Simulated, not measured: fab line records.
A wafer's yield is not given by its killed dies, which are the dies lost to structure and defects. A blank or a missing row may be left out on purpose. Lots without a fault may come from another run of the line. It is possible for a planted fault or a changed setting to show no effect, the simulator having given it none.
fab line records	flow sky130	part 1 of 2: steps 1 to 32 of 42
record lots=5	wafers=15	last-day=50
route steps=708 shown METAL2@490 VIA2@507
lots that met no fault: taken from a fault-free run of the same line
start-h: hours from the record's first day to the start of the lot's first wafer shown	wait-h: hours elapsed since this lot's preceding step	" repeats the value in the row above	L1.1+2: one row covering several wafers at once	- no value present, or no start provided	* or withheld: withheld	< > ~ a bound
route shown NAME@n: a module of which the file shows steps, and the number in the route of the first	usual: the fault-free wafers' mean and standard deviation	same: alike in all rows	chamber/n: place in a boat	sites: the reading at each site	_std_site: standard deviation across them	_edge_site: inner sites' mean taken away from outer sites' mean	radius-mm: for every site, how far away it sits from the centre of the wafer	mask NAME#n: copy n	behind: the most recent tool/chamber to have shaped the wafer	hold: why the lot was held/for how many hours/how that ended	device: names the non-switching transistor (n, p or np)	end of line: at the end of the route, the tests of the same wafers	for a step that has no rows: nothing shown but its recipe	killed: count of dies lost to structure and defects at first sort (not the wafer's yield)	map: shows each die of a wafer: x if killed, . if not, _ if none is there
set.NAME: the setting that was run; set.NAME@STEP: the one run at that earlier step	model.NAME: the simulator's own value behind a step, which no gauge read
lots at some steps of the route; a table a step, a row a wafer
services: from which hour (start-h, from the record's first day; less than 0 if before it) a tool's chamber was out of use, for how many hours, and why
## steps
# step SKY_METAL2_DEHYDRATE_07
# recipe temp-c=200	time-s=60
lot.wafer	tool	chamber	start-h	wait-h
L084.2+5+6	litho-track-03	0	887.75	11.6
L085.1+2+4	litho-track-01	0	899.49	12.3
L089.4+5+6	litho-track-04	0	919.25	11.8
L092.2+4+5	litho-track-04	0	936.75	11.5
L096.1+3+4	litho-track-01	0	972.59	11.6
# step SKY_METAL2_HMDS_08
# recipe prime-time-s=60	prime-temp-c=120
lot.wafer	tool	chamber	start-h	wait-h
L084.2+5+6	litho-track-03	0	887.90	0.1
L085.1+2+4	litho-track-01	0	899.64	0.1
L089.4+5+6	litho-track-04	0	919.40	0.1
L092.2+4+5	litho-track-04	0	936.90	0.1
L096.1+3+4	litho-track-01	0	972.74	0.1
# step SKY_METAL2_COAT_09
# recipe resist=BARC	temp-c=withheld	time-s=withheld	spin-rpm=3000	resist-thk-nm=60
lot.wafer	tool	chamber	start-h	wait-h
L084.2+5+6	litho-track-03	0	888.05	0.1
L085.1+2+4	litho-track-01	0	899.79	0.1
L089.4+5+6	litho-track-04	0	919.55	0.1
L092.2+4+5	litho-track-04	0	937.05	0.1
L096.1+3+4	litho-track-01	0	972.89	0.1
# step SKY_METAL2_COAT_10
# recipe resist=KrF-thick	spin-rpm=3000	resist-thk-nm=450
lot.wafer	tool	chamber	start-h	wait-h
L084.2+5+6	litho-track-03	0	-	-
L085.1+2+4	litho-track-01	0	-	-
L089.4+5+6	litho-track-04	0	-	-
L092.2+4+5	litho-track-04	0	-	-
L096.1+3+4	litho-track-01	0	-	-
# step SKY_METAL2_SOFTBAKE_11
# recipe temp-c=100	time-s=90	resist=KrF-thick
lot.wafer	tool	chamber	start-h	wait-h
L084.2+5+6	litho-track-03	0	-	-
L085.1+2+4	litho-track-01	0	-	-
L089.4+5+6	litho-track-04	0	-	-
L092.2+4+5	litho-track-04	0	-	-
L096.1+3+4	litho-track-01	0	-	-
# step SKY_METAL2_EXPOSE_12
# recipe mask-id=MM2	na=0.8	source-shape=annular	sigma-inner=0.55	sigma-outer=0.85	target-cd-nm=140	dose-mj=28
lot.wafer	tool	chamber	start-h	wait-h	mask
L084.2+5+6	krf-scanner-02	0	-	-	MM2#0
L085.1+2+4	krf-scanner-02	0	-	-	MM2#0
L089.4+5+6	krf-scanner-01	0	-	-	MM2#0
L092.2+4+5	krf-scanner-01	0	-	-	MM2#0
L096.1+3+4	krf-scanner-02	0	-	-	MM2#0
# step SKY_METAL2_PEB_13
# recipe peb-temp-c=withheld	peb-time-s=withheld	resist=KrF-thick
lot.wafer	tool	chamber	start-h	wait-h
L084.2+5+6	litho-track-01	0	-	-
L085.1+2+4	litho-track-03	0	-	-
L089.4+5+6	litho-track-01	0	-	-
L092.2+4+5	litho-track-04	0	-	-
L096.1+3+4	litho-track-04	0	-	-
# step SKY_METAL2_DEVELOP_14
# recipe develop-time-s=60	resist=KrF-thick	dev-temp-c=21
lot.wafer	tool	chamber	start-h	wait-h
L084.2+5+6	litho-track-01	0	-	-
L085.1+2+4	litho-track-03	0	-	-
L089.4+5+6	litho-track-01	0	-	-
L092.2+4+5	litho-track-04	0	-	-
L096.1+3+4	litho-track-04	0	-	-
# step SKY_METAL2_CD_MEAS_15
# recipe target-cd-nm=140
# usual cd-nm=139.7/1.8
lot.wafer	tool	chamber	start-h	wait-h	cd-nm
L084.2	cd-sem-01	-	901.53	-	138.4
L084.5	"	-	"	"	141.4
L084.6	"	-	"	"	141.1
L085.1	cd-sem-01	-	912.28	-	137.0
L085.2	"	-	"	"	137.2
L085.4	"	-	"	"	138.0
L089.4	cd-sem-01	-	932.35	-	140.0
L089.5	"	-	"	"	140.2
L089.6	"	-	"	"	140.0
L092.2	cd-sem-01	-	950.34	-	139.4
L092.4	"	-	"	"	140.6
L092.5	"	-	"	"	141.9
L096.1	cd-sem-02	-	984.47	-	140.2
L096.3	"	-	"	"	139.6
L096.4	"	-	"	"	141.4
# step SKY_METAL2_OVL_MEAS_16
# usual METAL2_OVL=-1/5.2
lot.wafer	tool	chamber	start-h	wait-h	METAL2_OVL[nm]
L084.2	overlay-01	-	901.64	0.1	-3
L084.5	"	-	"	"	-1
L084.6	"	-	"	"	1
L085.1	overlay-01	-	912.40	0.1	3
L085.2	"	-	"	"	-6
L085.4	"	-	"	"	-8
L089.4	overlay-02	-	932.42	0.1	4
L089.5	"	-	"	"	4
L089.6	"	-	"	"	9
L092.2	overlay-02	-	950.45	0.1	4
L092.4	"	-	"	"	7
L092.5	"	-	"	"	7
L096.1	overlay-01	-	984.59	0.1	11
L096.3	"	-	"	"	7
L096.4	"	-	"	"	4
# step SKY_METAL2_DESCUM_17
# recipe chemistry=O2	source-power-w=150	bias-power-w=0	pressure-mtorr=10	temp-c=40	time-s=8
# usual drypump-motor-current-A=5.9/0.63	oes-product-au=0.997/0.0097
lot.wafer	tool	chamber	start-h	wait-h	drypump-motor-current-A	oes-product-au	rf-hours-counter-h
L084.2	rie-metal-02	0	901.67	0.0	5.7	0.996	16
L084.5	"	0	"	"	5.7	1.005	-
L084.6	"	1	"	"	5.1	0.984	-
L085.1	rie-metal-03	0	912.43	0.0	6.8	1.000	13
L085.2	"	1	"	"	5.4	0.994	3
L085.4	"	1	"	"	5.5	0.995	-
L089.4	rie-metal-03	0	932.45	0.0	6.8	0.999	-
L089.5	"	1	"	"	5.4	0.995	-
L089.6	"	0	"	"	6.8	1.009	-
L092.2	rie-metal-04	1	950.49	0.0	5.3	1.012	-
L092.4	"	1	"	"	5.3	1.008	-
L092.5	"	1	"	"	5.3	1.016	-
L096.1	rie-metal-02	0	984.63	0.0	5.7	1.004	21
L096.3	"	1	"	"	5.1	1.003	-
L096.4	"	0	"	"	5.7	1.019	-
# step SKY_METAL2_ETCH_18
# recipe chemistry=N2/H2	target=BARC	ion-energy-ev=200	bias-w=100	pressure-mtorr=30	n2-flow-sccm=100	h2-flow-sccm=200	icp-w=500	stop-on=SiO2	time-s=45.9	target-depth-a=600
# usual drypump-motor-current-A=5.9/0.63	oes-product-au=0.855/0.0045	throttle-valve-pct=13.225/0.0092
lot.wafer	tool	chamber	start-h	wait-h	drypump-motor-current-A	oes-product-au	rf-hours-counter-h	throttle-valve-pct
L084.2	rie-metal-02	0	901.70	0.0	5.7	0.860	16	13.224
L084.5	"	0	"	"	5.7	0.852	-	13.229
L084.6	"	1	"	"	5.1	0.855	-	13.232
L085.1	rie-metal-03	0	912.46	0.0	6.8	0.852	13	13.221
L085.2	"	1	"	"	5.5	0.854	3	13.219
L085.4	"	1	"	"	5.5	0.854	-	13.219
L089.4	rie-metal-03	0	932.50	0.0	6.9	0.855	-	13.229
L089.5	"	1	"	"	5.5	0.854	-	13.234
L089.6	"	0	"	"	6.8	0.852	-	13.226
L092.2	rie-metal-04	1	950.56	0.1	5.3	0.857	-	13.217
L092.4	"	1	"	"	5.3	0.859	-	13.208
L092.5	"	1	"	"	5.3	0.856	-	13.226
L096.1	rie-metal-02	0	984.66	0.0	5.7	0.859	21	13.244
L096.3	"	1	"	"	5.1	0.857	-	13.211
L096.4	"	0	"	"	5.7	0.861	-	13.206
# step SKY_METAL2_METAL_ETCH_19
# recipe target-depth-a=3600	stop-on=SiO2	over-etch-frac=0.3	time-s=78	chemistry=Cl2/BCl3	resist-sidewall-deg=88	pressure-mtorr=10	icp-w=900	bias-w=48.5	Cl2_flow_sccm=60	bcl3-flow-sccm=30
# usual drypump-motor-current-A=5.9/0.63	oes-product-au=0.854/0.0058	throttle-valve-pct=22.265/0.0084
lot.wafer	tool	chamber	start-h	wait-h	drypump-motor-current-A	oes-product-au	rf-hours-counter-h	throttle-valve-pct
L084.2	rie-metal-02	0	901.76	0.0	5.7	0.860	16	22.278
L084.5	"	0	"	"	5.7	0.856	-	22.254
L084.6	"	1	"	"	5.1	0.864	-	22.263
L085.1	rie-metal-03	0	912.53	0.0	6.8	0.863	13	22.286
L085.2	"	1	"	"	5.5	0.858	3	22.278
L085.4	"	1	"	"	5.4	0.855	-	22.269
L089.4	rie-metal-03	0	932.57	0.1	6.8	0.852	-	22.267
L089.5	"	1	"	"	5.5	0.867	-	22.261
L089.6	"	0	"	"	6.8	0.858	-	22.261
L092.2	rie-metal-04	1	950.70	0.1	5.3	0.844	-	22.272
L092.4	"	1	"	"	5.3	0.854	-	22.271
L092.5	"	1	"	"	5.3	0.852	-	22.272
L096.1	rie-metal-02	0	984.72	0.0	5.7	0.854	21	22.278
L096.3	"	1	"	"	5.1	0.854	-	22.270
L096.4	"	0	"	"	5.7	0.855	-	22.273
# step SKY_METAL2_STRIP_20
# recipe chemistry=O2/N2	power-w=1400	pressure-mtorr=1500	platen-temp-c=withheld	o2-flow-sccm=3000	n2-flow-sccm=300	overash-fraction=0.5
# usual drypump-motor-current-A=5.8/0.45	oes-product-au=0.343/0.005	strip-time-to-endpoint-s=2.70/0.043
lot.wafer	tool	chamber	start-h	wait-h	drypump-motor-current-A	oes-product-au	rf-hours-counter-h	strip-time-to-endpoint-s
L084.2	plasma-asher-02	1	901.85	0.1	5.4	0.342	75	2.68
L084.5	"	1	"	"	5.4	0.341	-	2.70
L084.6	"	0	"	"	5.9	0.346	-	2.73
L085.1	plasma-asher-03	0	912.62	0.1	6.5	0.337	113	2.70
L085.2	"	1	"	"	5.6	0.337	113	2.67
L085.4	"	1	"	"	5.6	0.339	-	2.68
L089.4	plasma-asher-03	1	932.66	0.1	5.6	0.338	-	2.68
L089.5	"	1	"	"	5.6	0.355	-	2.72
L089.6	"	0	"	"	6.5	0.332	-	2.68
L092.2	plasma-asher-02	1	950.85	0.1	5.3	0.345	80	2.63
L092.4	"	0	"	"	5.9	0.338	-	2.66
L092.5	"	0	"	"	5.9	0.341	-	2.65
L096.1	plasma-asher-03	0	984.81	0.1	6.5	0.345	122	2.72
L096.3	"	1	"	"	5.6	0.341	-	2.73
L096.4	"	0	"	"	6.5	0.339	-	2.70
# step SKY_METAL2_STRIP_21
# recipe chemistry=post-etch-residue-remover	time-s=1200	temp-c=72.5
lot.wafer	tool	chamber	start-h	wait-h
L084.2+5+6	wet-bench-04	2	901.95	0.1
L085.1+2+4	wet-bench-02	2	912.72	0.1
L089.4+5+6	wet-bench-02	2	932.73	0.0
L092.2+4+5	wet-bench-04	0	950.95	0.1
L096.1+3+4	wet-bench-04	3	984.91	0.1
# step SKY_METAL2_CLEAN_22
# recipe chemistry=IPA	time-s=180	temp-c=25
lot.wafer	tool	chamber	start-h	wait-h
L084.2+5+6	wet-bench-02	1	902.33	0.0
L085.1+2+4	wet-bench-01	3	913.06	0.0
L089.4+5+6	wet-bench-01	1	933.07	0.0
L092.2+4+5	wet-bench-01	2	951.29	0.0
L096.1+3+4	wet-bench-02	1	985.26	0.0
# step SKY_METAL2_CLEAN_23
# recipe chemistry=O3/DIW	dry=n2-spin
lot.wafer	tool	chamber	start-h	wait-h
L084.2+5+6	wet-bench-01	1	902.39	0.0
L085.1+2+4	wet-bench-04	2	913.12	0.0
L089.4+5+6	wet-bench-04	0	933.13	0.0
L092.2+4+5	wet-bench-04	3	951.35	0.0
L096.1+3+4	wet-bench-01	0	985.31	0.0
# step SKY_VIA2_HDPCVD_00
# recipe material=SiO2	target-thk-nm=1180	sigma-open-frac=0.3	time-s=196.7	temp-c=400	sih4-flow-sccm=60	pressure-mtorr=6
# usual susceptor-temp-C=399.96/0.23
lot.wafer	tool	chamber	start-h	wait-h	susceptor-temp-C
L084.2	hdpcvd-02	0	902.48	0.0	399.51
L084.5	"	1	"	"	400.25
L084.6	"	2	"	"	399.75
L085.1	hdpcvd-01	1	913.23	0.0	400.21
L085.2	"	2	"	"	399.45
L085.4	"	0	"	"	400.20
L089.4	hdpcvd-02	1	933.28	0.1	400.21
L089.5	"	2	"	"	400.19
L089.6	"	0	"	"	399.69
L092.2	hdpcvd-01	2	951.60	0.2	400.09
L092.4	"	1	"	"	399.83
L092.5	"	2	"	"	399.72
L096.1	hdpcvd-02	0	985.41	0.0	400.23
L096.3	"	2	"	"	399.96
L096.4	"	0	"	"	399.99
# step SKY_VIA2_THK_MEAS_01
# recipe reads=SiO2_of_VIA2_HDPCVD_00
# usual VIA2_HDPCVD_THK=1175/12
lot.wafer	tool	chamber	start-h	wait-h	VIA2_HDPCVD_THK[nm]
L084.2	film-metro-03	-	902.62	0.1	1173
L084.5	"	-	"	"	1203
L084.6	"	-	"	"	1190
L085.1	film-metro-03	-	913.35	0.1	1171
L085.2	"	-	"	"	1172
L085.4	"	-	"	"	1164
L089.4	film-metro-02	-	933.38	0.0	1187
L089.5	"	-	"	"	1189
L089.6	"	-	"	"	1182
L092.2	film-metro-04	-	951.74	0.1	1192
L092.4	"	-	"	"	1184
L092.5	"	-	"	"	1192
L096.1	film-metro-02	-	985.53	0.1	1168
L096.3	"	-	"	"	1161
L096.4	"	-	"	"	1169
# step SKY_VIA2_CMP_02
# recipe material=SiO2	down-force-psi=4	platen-rpm=60	pad-velocity-m-s=0.94248
# usual edge-zone-pressure-frac=1.000/0.0046	motor-current-A=11.8/1.1	platen-rpm=60.00/0.045
lot.wafer	tool	chamber	start-h	wait-h	edge-zone-pressure-frac	motor-current-A	platen-rpm
L084.2	cmp-02	2	902.67	0.0	0.993	9.6	60.06
L084.6	"	2	"	"	0.995	9.7	60.02
L084.5	"	3	"	"	1.004	10.8	60.03
L085.2	cmp-01	0	913.41	0.0	0.999	12.6	60.03
L085.4	"	2	"	"	1.006	11.3	60.05
L085.1	"	3	"	"	0.996	10.5	59.93
L089.4	cmp-02	0	933.41	0.0	1.002	12.9	59.99
L089.6	"	0	"	"	1.001	12.8	59.97
L089.5	"	1	"	"	1.006	12.1	59.93
L092.2	cmp-02	0	951.79	0.0	0.999	13.1	60.03
L092.4	"	1	"	"	1.003	12.9	60.05
L092.5	"	1	"	"	1.002	12.7	60.00
L096.1	cmp-02	3	985.59	0.1	1.003	11.0	59.96
L096.3	"	1	"	"	1.002	12.0	60.04
L096.4	"	2	"	"	1.002	9.6	60.01
# step SKY_VIA2_BOW_MEAS_03
# recipe mode=bow
# usual VIA2_BOW=84/7
lot.wafer	tool	chamber	start-h	wait-h	VIA2_BOW[um]
L084.2	film-metro-04	-	902.99	0.3	91
L084.5	"	-	"	"	82
L084.6	"	-	"	"	92
L085.1	film-metro-04	-	913.71	0.1	75
L085.2	"	-	"	"	80
L085.4	"	-	"	"	83
L089.4	film-metro-03	-	933.77	0.3	83
L089.5	"	-	"	"	91
L089.6	"	-	"	"	93
L092.2	film-metro-04	-	952.11	0.3	76
L092.4	"	-	"	"	80
L092.5	"	-	"	"	72
L096.1	film-metro-02	-	985.89	0.2	79
L096.3	"	-	"	"	79
L096.4	"	-	"	"	83
# step SKY_VIA2_DEHYDRATE_04
# recipe temp-c=200	time-s=60
lot.wafer	tool	chamber	start-h	wait-h
L084.2+5+6	litho-track-02	0	914.38	11.4
L085.1+2+4	litho-track-02	0	925.61	11.9
L089.4+5+6	litho-track-01	0	945.61	11.8
L092.2+4+5	litho-track-02	0	963.08	11.0
L096.1+3+4	litho-track-01	0	997.79	11.9
# step SKY_VIA2_HMDS_05
# recipe prime-time-s=60	prime-temp-c=120
lot.wafer	tool	chamber	start-h	wait-h
L084.2+5+6	litho-track-02	0	914.53	0.1
L085.1+2+4	litho-track-02	0	925.76	0.1
L089.4+5+6	litho-track-01	0	945.76	0.1
L092.2+4+5	litho-track-02	0	963.23	0.1
L096.1+3+4	litho-track-01	0	997.94	0.1
# step SKY_VIA2_COAT_06
# recipe resist=BARC	temp-c=withheld	time-s=withheld	spin-rpm=3000	resist-thk-nm=60
lot.wafer	tool	chamber	start-h	wait-h
L084.2+5+6	litho-track-02	0	914.68	0.1
L085.1+2+4	litho-track-02	0	925.91	0.1
L089.4+5+6	litho-track-01	0	945.91	0.1
L092.2+4+5	litho-track-02	0	963.38	0.1
L096.1+3+4	litho-track-01	0	998.09	0.1
# step SKY_VIA2_COAT_07
# recipe resist=KrF-thick	spin-rpm=3000	resist-thk-nm=450
lot.wafer	tool	chamber	start-h	wait-h
L084.2+5+6	litho-track-02	0	-	-
L085.1+2+4	litho-track-02	0	-	-
L089.4+5+6	litho-track-01	0	-	-
L092.2+4+5	litho-track-02	0	-	-
L096.1+3+4	litho-track-01	0	-	-
# step SKY_VIA2_SOFTBAKE_08
# recipe temp-c=100	time-s=90	resist=KrF-thick
lot.wafer	tool	chamber	start-h	wait-h
L084.2+5+6	litho-track-02	0	-	-
L085.1+2+4	litho-track-02	0	-	-
L089.4+5+6	litho-track-01	0	-	-
L092.2+4+5	litho-track-02	0	-	-
L096.1+3+4	litho-track-01	0	-	-
# step SKY_VIA2_EXPOSE_09
# recipe mask-id=VIM2	na=0.8	source-shape=annular	sigma-inner=0.55	sigma-outer=0.85	target-cd-nm=200	dose-mj=38
lot.wafer	tool	chamber	start-h	wait-h	mask
L084.2+5+6	krf-scanner-01	0	-	-	VIM2#0
L085.1+2+4	krf-scanner-02	0	-	-	VIM2#0
L089.4+5+6	krf-scanner-02	0	-	-	VIM2#0
L092.2+4+5	krf-scanner-01	0	-	-	VIM2#0
L096.1+3+4	krf-scanner-02	0	-	-	VIM2#0
# step SKY_VIA2_PEB_10
# recipe peb-temp-c=withheld	peb-time-s=withheld	resist=KrF-thick
lot.wafer	tool	chamber	start-h	wait-h
L084.2+5+6	litho-track-02	0	-	-
L085.1+2+4	litho-track-02	0	-	-
L089.4+5+6	litho-track-02	0	-	-
L092.2+4+5	litho-track-02	0	-	-
L096.1+3+4	litho-track-04	0	-	-
# step SKY_VIA2_DEVELOP_11
# recipe develop-time-s=60	resist=KrF-thick	dev-temp-c=21
lot.wafer	tool	chamber	start-h	wait-h
L084.2+5+6	litho-track-02	0	-	-
L085.1+2+4	litho-track-02	0	-	-
L089.4+5+6	litho-track-02	0	-	-
L092.2+4+5	litho-track-02	0	-	-
L096.1+3+4	litho-track-04	0	-	-
# step SKY_VIA2_CD_MEAS_12
# recipe target-cd-nm=200
# usual cd-nm=199.9/1.3
lot.wafer	tool	chamber	start-h	wait-h	cd-nm
L084.2	cd-sem-02	-	928.18	-	200.6
L084.5	"	-	"	"	201.3
L084.6	"	-	"	"	201.7
L085.1	cd-sem-01	-	938.46	-	199.8
L085.2	"	-	"	"	198.9
L085.4	"	-	"	"	198.7
L089.4	cd-sem-01	-	958.42	-	199.5
L089.5	"	-	"	"	200.1
L089.6	"	-	"	"	200.9
L092.2	cd-sem-01	-	975.68	-	198.8
L092.4	"	-	"	"	200.0
L092.5	"	-	"	"	199.7
L096.1	cd-sem-02	-	1010.22	-	197.9
L096.3	"	-	"	"	198.3
L096.4	"	-	"	"	196.7
# step SKY_VIA2_OVL_MEAS_13
# usual VIA2_OVL=1/5.7
lot.wafer	tool	chamber	start-h	wait-h	VIA2_OVL[nm]
L084.2	overlay-01	-	928.28	0.1	0
L084.5	"	-	"	"	4
L084.6	"	-	"	"	2
L085.1	overlay-02	-	938.58	0.1	-4
L085.2	"	-	"	"	-2
L085.4	"	-	"	"	6
L089.4	overlay-01	-	958.49	0.1	-3
L089.5	"	-	"	"	-4
L089.6	"	-	"	"	3
L092.2	overlay-01	-	975.78	0.1	6
L092.4	"	-	"	"	1
L092.5	"	-	"	"	-2
L096.1	overlay-02	-	1010.34	0.1	10
L096.3	"	-	"	"	4
L096.4	"	-	"	"	1
# step SKY_VIA2_ETCH_14
# recipe chemistry=N2/H2	target=BARC	ion-energy-ev=200	source-w=500	bias-w=100	pressure-mtorr=30	n2-flow-sccm=100	h2-flow-sccm=200	stop-on=SiO2	time-s=45.9	target-depth-a=600
# usual drypump-motor-current-A=5.9/0.36	oes-product-au=0.856/0.0044	throttle-valve-pct=13.225/0.0093
lot.wafer	tool	chamber	start-h	wait-h	drypump-motor-current-A	oes-product-au	rf-hours-counter-h	throttle-valve-pct
L084.2	rie-diel-01	1	928.31	0.0	6.6	0.859	10	13.226
L084.5	"	1	"	"	6.6	0.860	-	13.213
L084.6	"	0	"	"	6.0	0.855	-	13.229
L085.1	rie-diel-01	0	938.61	0.0	6.0	0.851	9	13.231
L085.2	"	2	"	"	5.6	0.851	23	13.229
L085.4	"	3	"	"	6.0	0.856	10	13.218
L089.4	rie-diel-04	2	958.51	0.0	5.6	0.855	9	13.226
L089.5	"	0	"	"	5.9	0.852	-	13.217
L089.6	"	1	"	"	5.7	0.851	-	13.228
L092.2	rie-diel-04	3	975.81	0.0	5.9	0.851	5	13.225
L092.4	"	0	"	"	5.9	0.859	9	13.213
L092.5	"	1	"	"	5.7	0.848	-	13.224
L096.1	rie-diel-04	2	1010.38	0.0	5.7	0.858	10	13.219
L096.3	"	3	"	"	5.9	0.863	6	13.230
L096.4	"	1	"	"	5.7	0.862	22	13.208
